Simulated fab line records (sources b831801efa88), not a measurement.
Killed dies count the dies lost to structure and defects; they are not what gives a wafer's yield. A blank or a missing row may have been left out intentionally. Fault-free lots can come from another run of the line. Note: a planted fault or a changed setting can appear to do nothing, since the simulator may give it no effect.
Comparing a struck lot with a sound one    flow sky130    43 steps out of a route of 708
Sound: wafers L114.1, L114.2, L114.6. Wafers struck: L122.2, L122.4, L122.5. The cause comes at the end.
Order at every step that has rows: each side's tool, ch and its chambers, its first start. Under that, the readings that differ: sound wafers    struck wafers    difference of the means    sigmas: that difference in standard deviations of wafers without a fault.
alike: readings with means less than 2 such deviations apart, plus words and numbers identical on both sides. not compared: withheld readings, readings lacking a value on some wafer, bounds such as >300 that could conceal the same value, and numbers that have no deviation in the record and whose values overlap.
Wherever a step has rows on one side only, a row that says differs or no value, or a row with sigmas, the two part there. Non-overlapping numbers with no deviation appear without sigmas and do not part them. A reading missing from all wafers of one side parts the sides only when that side holds two or more wafers.

first, 7 steps without rows for these wafers: SKY_LOCAL_INTERCONNECT_HMDS_04 (prime time 60 s); SKY_LOCAL_INTERCONNECT_COAT_05 (resist thk 60 nm); SKY_LOCAL_INTERCONNECT_COAT_06 (resist thk 450 nm); SKY_LOCAL_INTERCONNECT_SOFTBAKE_07 (time 90 s); SKY_LOCAL_INTERCONNECT_EXPOSE_08 (exposes mask LI1M, target cd 170 nm); SKY_LOCAL_INTERCONNECT_PEB_09; SKY_LOCAL_INTERCONNECT_DEVELOP_10 (develop time 60 s).
SKY_LOCAL_INTERCONNECT_CD_MEAS_11 targets a cd of 170 nm.
  sound on cd sem-02 at day 31 21:44; struck on cd sem-02 at day 34 21:14
  alike: cd nm
SKY_LOCAL_INTERCONNECT_OVL_MEAS_12:
  sound on overlay-02 at day 31 21:52; struck on overlay-02 at day 34 21:20
  alike: LOCAL_INTERCONNECT_OVL
SKY_LOCAL_INTERCONNECT_ETCH_13: etches BARC in N2/H2, stops on SiO2, time 45.9 s, target depth 60 nm.
  sound on rie metal-02 ch 0,1, day 31 21:53; struck on rie metal-02 ch 0,1, day 34 21:22
  alike: drypump motor current A, he backside leak sccm, oes product au, throttle valve pct
  not compared: rf hours counter h
then, 2 steps without rows for these wafers: SKY_LOCAL_INTERCONNECT_METAL_ETCH_14 (etches TiN in Cl2/BCl3, stops on PSG, target depth 110 nm, time 31.4 s); SKY_LOCAL_INTERCONNECT_STRIP_15 (strips in O2/N2).
SKY_LOCAL_INTERCONNECT_STRIP_16: strips in post etch residue remover, time 1200 s.
  sound on wet bench-03 ch 1, day 31 22:07; struck on wet bench-02 ch 2, day 34 21:35
then, 3 steps without rows for these wafers: SKY_LOCAL_INTERCONNECT_CLEAN_17 (cleans in IPA, time 180 s); SKY_LOCAL_INTERCONNECT_CLEAN_18 (cleans in O3/DIW); SKY_CONTACT_CVD_00 (deposits Si3N4, target thk 75 nm).
SKY_CONTACT_THK_MEAS_01:
  sound on film metro-02 at day 31 22:40; struck on film metro-02 at day 34 22:10
  alike: CONTACT_CVD_00_THK
then, 1 step without rows for these wafers: SKY_CONTACT_HDPCVD_02 (deposits SiO2, target thk 565 nm, time 94.2 s).
SKY_CONTACT_THK_MEAS_03:
  sound on film metro-02 at day 31 22:48; struck on film metro-03 at day 34 22:17
  alike: CONTACT_HDPCVD_THK
SKY_CONTACT_CMP_04: polishes SiO2.
  sound on cmp-01 ch 0,2, day 31 22:52; struck on cmp-01 ch 0,1, day 34 22:20
  alike: motor current A, time to endpoint s
SKY_CONTACT_BOW_MEAS_05:
  sound on film metro-02 at day 31 23:10; struck on film metro-03 at day 34 22:40
  alike: CONTACT_BOW
then, 8 steps without rows for these wafers: SKY_CONTACT_DEHYDRATE_06 (time 60 s); SKY_CONTACT_HMDS_07 (prime time 60 s); SKY_CONTACT_COAT_08 (resist thk 60 nm); SKY_CONTACT_COAT_09 (resist thk 450 nm); SKY_CONTACT_SOFTBAKE_10 (time 90 s); SKY_CONTACT_EXPOSE_11 (exposes mask CTM1, target cd 170 nm); SKY_CONTACT_PEB_12; SKY_CONTACT_DEVELOP_13 (develop time 60 s).
SKY_CONTACT_CD_MEAS_14 targets a cd of 170 nm.
  sound on cd sem-02 at day 33 01:38; struck on cd sem-01 at day 36 01:29
reading     sound              struck             difference  sigmas
cd nm (nm)  167.7 168.2 168.1  172.0 172.7 171.1  +3.9        +3
SKY_CONTACT_OVL_MEAS_15:
  sound on overlay-01 at day 33 01:45; struck on overlay-02 at day 36 01:35
  alike: CONTACT_OVL
SKY_CONTACT_ETCH_16: etches BARC in N2/H2, stops on SiO2, time 45.9 s, target depth 60 nm.
  sound on rie diel-02 ch 0,1,2, day 33 01:47; struck on rie diel-01 ch 1,2,3, day 36 01:37
  alike: drypump motor current A, oes product au, throttle valve pct
  not compared: rf hours counter h
then, 6 steps without rows for these wafers: SKY_CONTACT_ETCH_17 (etches SiO2 in C4F8/O2/Ar, stops on Si3N4, target depth 340 nm); SKY_CONTACT_ETCH_18 (etches Si3N4 in CHF3/O2, stops on TiN, time 39 s, target depth 75 nm); SKY_CONTACT_STRIP_19 (strips in O2/N2); SKY_CONTACT_STRIP_20 (strips in post etch residue remover, time 1200 s); SKY_CONTACT_CLEAN_21 (cleans in IPA, time 180 s); SKY_CONTACT_CLEAN_22 (cleans in O3/DIW).
SKY_CONTACT_SPUTTER_23: material TiN, target thk 20 nm, time 80 s.
  sound on pvd sputter-03 at day 33 02:31; struck on pvd sputter-04 at day 36 02:21
  alike: cathode dc power W, throttle valve pct
SKY_CONTACT_CVD_24: deposits W, target thk 340 nm, time 102.12 s.
  sound on cvd w-01 ch 0,1, day 33 02:35; struck on cvd w-01 ch 0,1, day 36 02:25
  alike: heater power w
SKY_CONTACT_RS_MEAS_25: a four-point-probe measurement.
  sound on film metro-02 at day 33 02:41; struck on film metro-02 at day 36 02:32
reading                sound              struck             difference  sigmas
CONTACT_W_RS (ohm/sq)  0.344 0.344 0.344  0.335 0.335 0.337  -0.008      -2
SKY_CONTACT_THK_MEAS_26: measures by xrf.
  sound on film metro-02 at day 33 02:49; struck on film metro-02 at day 36 02:39
reading             sound        struck       difference  sigmas
CONTACT_W_THK (nm)  343 342 342  354 355 352  +11         +3
-- the record jumps here: 13 days lie between the struck wafers' starts before and after (it left off in module CONTACT and takes up again in module PAD_OPEN, whose first step shown is number 708 of the route) --
SKY_PAD_OPEN_PROBE_99:
  sound on prober-02 at day 46 23:27; struck on prober-02 at day 49 04:54
reading             sound     struck       difference  sigmas
killed at contacts  14 25 24  48 57 54     +32         +6
killed dies         85 93 78  110 118 113  +28         +3
  alike: killed_at_M0_to_M3, killed_at_M4_up, killed at front end, killed at other, killed open, killed short

## WHERE THEY PART
At SKY_CONTACT_CD_MEAS_14 first; at SKY_PAD_OPEN_PROBE_99 last (within this record only).

WHY: the cause the simulator had injected
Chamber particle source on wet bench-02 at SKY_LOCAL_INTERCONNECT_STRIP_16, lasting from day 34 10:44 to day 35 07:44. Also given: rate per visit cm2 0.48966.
